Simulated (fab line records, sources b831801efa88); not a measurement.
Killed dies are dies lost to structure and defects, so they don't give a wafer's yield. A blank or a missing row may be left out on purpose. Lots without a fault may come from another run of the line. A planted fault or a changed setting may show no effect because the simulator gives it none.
A struck lot beside a sound one | flow sky130 | 44 steps out of a route of 708
Sound: wafers L551.1, L551.4, L551.6. Struck: wafers L564.4, L564.5, L564.6. The cause comes at the end.
At each step with rows: each side's tool, then ch and its chambers, then its first start. Under that, the readings that differ: sound wafers | struck wafers | difference of the means | sigmas: that difference in standard deviations of wafers without a fault.
alike: readings whose means differ by less than 2 such deviations, and words and numbers that are the same on both sides. not compared: withheld readings, readings that some wafer has no value for, bounds like >300 that may hide the same value, and numbers for which the record gives no deviation and whose values overlap.
The two part at a step that has a row with sigmas, a row that says differs or no value, or rows on one side only. Numbers that don't overlap but have no deviation are shown without sigmas and don't part them. A reading that every wafer of one side lacks parts them only if that side has two wafers or more.

first, 4 steps without rows for these wafers: SKY_VIA3_CLEAN_18 (cleans in IPA, time 180 s); SKY_VIA3_CLEAN_19 (cleans in O3/DIW); SKY_VIA3_SPUTTER_20 (material TiN, target thk 20 nm, time 80 s); SKY_VIA3_CVD_21 (deposits W, target thk 390 nm, time 117.31 s).
SKY_VIA3_RS_MEAS_22: measures by four-point-probe.
  sound on film_metro-03, day 41 20:24; struck on film_metro-02, day 45 21:55
  alike: VIA3_W_RS
SKY_VIA3_THK_MEAS_23: measures by xrf.
  sound on film_metro-03, day 41 20:31; struck on film_metro-02, day 45 22:00
  reading         | sound       | struck      | difference | sigmas
  VIA3_W_THK (nm) | 378 370 371 | 388 395 382 | +15        | +3
then, 1 step without rows for these wafers: SKY_VIA3_CMP_24 (polishes, stops on SiO2, t overpolish 20 s, target thk 0 nm).
SKY_METAL4_SPUTTER_00: material Ti, target thk 15 nm, time 10 s.
  sound on pvd_sputter-04, day 41 20:53; struck on pvd_sputter-02, day 45 22:20
  alike: throttle_valve_pct
then, 2 steps without rows for these wafers: SKY_METAL4_SPUTTER_01 (material TiN, target thk 20 nm, time 16.7 s); SKY_METAL4_SPUTTER_02 (material AlCu, target thk 735 nm, time 39.1 s).
SKY_METAL4_SPUTTER_03: material Ti, target thk 5 nm, time 3.3 s.
  sound on pvd_sputter-04, day 41 20:58; struck on pvd_sputter-02, day 45 22:25
  alike: throttle_valve_pct
SKY_METAL4_SPUTTER_04: material TiN, target thk 70 nm, time 58.3 s.
  sound on pvd_sputter-04, day 41 20:59; struck on pvd_sputter-02, day 45 22:26
  alike: throttle_valve_pct
SKY_CAP2M_CVD_00: deposits SiO2, target thk 15.5 nm.
  sound on pecvd-03 ch 0,2, day 41 21:02; struck on pecvd-03 ch 0,1,2, day 45 22:30
  reading                                | sound             | struck           | difference | sigmas
  model.SiO2_of_CAP2M_CVD_00.thk_nm (nm) | 15.24 15.56 15.58 | 24.27 24.2 24.35 | +8.81      |
  alike: heater_power_w
SKY_CAP2M_THK_MEAS_01:
  sound on film_metro-03, day 41 21:04; struck on film_metro-03, day 45 22:32
  reading               | sound             | struck            | difference | sigmas
  CAP2M_CVD_00_THK (nm) | 15.23 15.54 15.62 | 24.25 24.21 24.41 | +8.83      | +37
SKY_CAP2M_SPUTTER_02: material TiN, target thk 200 nm, time 166.7 s.
  sound on pvd_sputter-03, day 41 21:07; struck on pvd_sputter-04, day 45 22:34
  alike: throttle_valve_pct
SKY_CAP2M_RS_MEAS_03: measures by four-point-probe.
  sound on film_metro-04, day 41 21:14; struck on film_metro-03, day 45 22:44
  alike: CAP2M_TIN_RS
SKY_CAP2M_THK_MEAS_04: measures by xrf.
  sound on film_metro-04, day 41 21:21; struck on film_metro-03, day 45 22:50
  alike: CAP2M_TIN_THK
then, 7 steps without rows for these wafers: SKY_CAP2M_DEHYDRATE_05 (time 60 s); SKY_CAP2M_HMDS_06 (prime time 60 s); SKY_CAP2M_COAT_07 (resist thk 1140 nm); SKY_CAP2M_SOFTBAKE_08 (time 60 s); SKY_CAP2M_EXPOSE_09 (exposes mask CAP2M, target cd 1000 nm); SKY_CAP2M_PEB_10; SKY_CAP2M_DEVELOP_11 (develop time 60 s).
SKY_CAP2M_OVL_MEAS_12:
  sound on overlay-01, day 42 20:38; struck on overlay-01, day 46 18:44
  alike: CAP2M_OVL
then, 1 step without rows for these wafers: SKY_CAP2M_METAL_ETCH_13 (etches TiN in Cl2/BCl3, stops on SiO2, target depth 220 nm, time 62.9 s).
SKY_CAP2M_STRIP_14: strips in O2/N2.
  sound on plasma_asher-03 ch 0,1, day 42 20:46; struck on plasma_asher-01 ch 0,1, day 46 18:52
  alike: drypump_motor_current_A, oes_product_au, strip_time_to_endpoint_s
  not compared: rf_hours_counter_h
then, 11 steps without rows for these wafers: SKY_CAP2M_STRIP_15 (strips in post etch residue remover, time 1200 s); SKY_CAP2M_CLEAN_16 (cleans in IPA, time 180 s); SKY_CAP2M_CLEAN_17 (cleans in O3/DIW); SKY_METAL4_DEHYDRATE_05 (time 60 s); SKY_METAL4_HMDS_06 (prime time 60 s); SKY_METAL4_COAT_07 (resist thk 60 nm); SKY_METAL4_COAT_08 (resist thk 1140 nm); SKY_METAL4_SOFTBAKE_09 (time 90 s); SKY_METAL4_EXPOSE_10 (exposes mask MM4, target cd 300 nm); SKY_METAL4_PEB_11; SKY_METAL4_DEVELOP_12 (develop time 60 s).
SKY_METAL4_CD_MEAS_13: target cd 300 nm.
  sound on cd_sem-02, day 43 20:25; struck on cd_sem-01, day 47 15:02
  alike: cd_nm
SKY_METAL4_OVL_MEAS_14:
  sound on overlay-01, day 43 20:32; struck on overlay-01, day 47 15:07
  alike: METAL4_OVL
then, 2 steps without rows for these wafers: SKY_METAL4_DESCUM_15 (chemistry O2, time 8 s); SKY_METAL4_ETCH_16 (etches BARC in N2/H2, stops on SiO2, time 88.2 s, target depth 60 nm).
SKY_METAL4_ETCH_17: etches SiO2 in C4F8/O2/Ar, stops on TiN, time 3.9 s, target depth 15 nm.
  sound on rie_diel-03 ch 0,1, day 43 20:42; struck on rie_diel-04 ch 1,2,3, day 47 15:16
  reading                  | sound             | struck            | difference | sigmas
  oes_product_au (a.u.)    | 0.746 0.758 0.760 | 0.966 0.968 0.970 | +0.213     | +30
  model.etch.depth_nm (nm) | 15.24 15.56 15.58 | 24.27 24.2 24.35  | +8.81      |
  not compared: rf_hours_counter_h
-- the record jumps here: 3 days lie between the struck wafers' starts before and after (it left off in module METAL4 and takes up again in module PAD_OPEN, whose first step shown is number 708 of the route) --
SKY_PAD_OPEN_PROBE_99:
  sound on prober-01, day 47 15:06; struck on prober-02, day 50 18:27
  reading                               | sound                | struck               | difference | sigmas
  model.etest.tester.sort_n_pass        | 405 418 395          | 0 0 0                | -406       |
  model.etest.tester.sort_yield_pct (%) | 82.32 84.96 80.28    | 0 0 0                | -83        |
  model.etest.tester.sort_bin_5_pct (%) | 11.18 8.74 9.756     | 88.16 91.07 93.44    | +81.00     |
  model.etest.cap_mim2.bv_v (V)         | 12.98 14 14          | 22.27 21.66 22.39    | +8.45      |
  model.etest.met4_comb.leak_log10_a_um | -12.05 -12.04 -11.96 | -9.528 -10.11 -10.98 | +1.811     |
  model.etest.cap_mim2.leak_log10_a_cm2 | -8.856 -8.929 -9.15  | -10.44 -10.35 -10.49 | -1.45      |
  model.etest.cap_mim2.c_ff_um2         | 2.376 2.321 2.329    | 1.506 1.503 1.496    | -0.840     |
  alike: defect_limited_yield, killed_at_M0_to_M3, killed_at_M4_up, killed_at_contacts, killed_at_front_end, killed_at_other, killed_dies, killed_open, killed_short
  not compared: model.etest.tester.sort_bin_3_pct

WHERE THEY PART
First at SKY_VIA3_THK_MEAS_23; last, within this record, at SKY_METAL4_ETCH_17. Later steps at which nothing parts them and some readings are alike: SKY_PAD_OPEN_PROBE_99.

WHY: what the simulator had put in
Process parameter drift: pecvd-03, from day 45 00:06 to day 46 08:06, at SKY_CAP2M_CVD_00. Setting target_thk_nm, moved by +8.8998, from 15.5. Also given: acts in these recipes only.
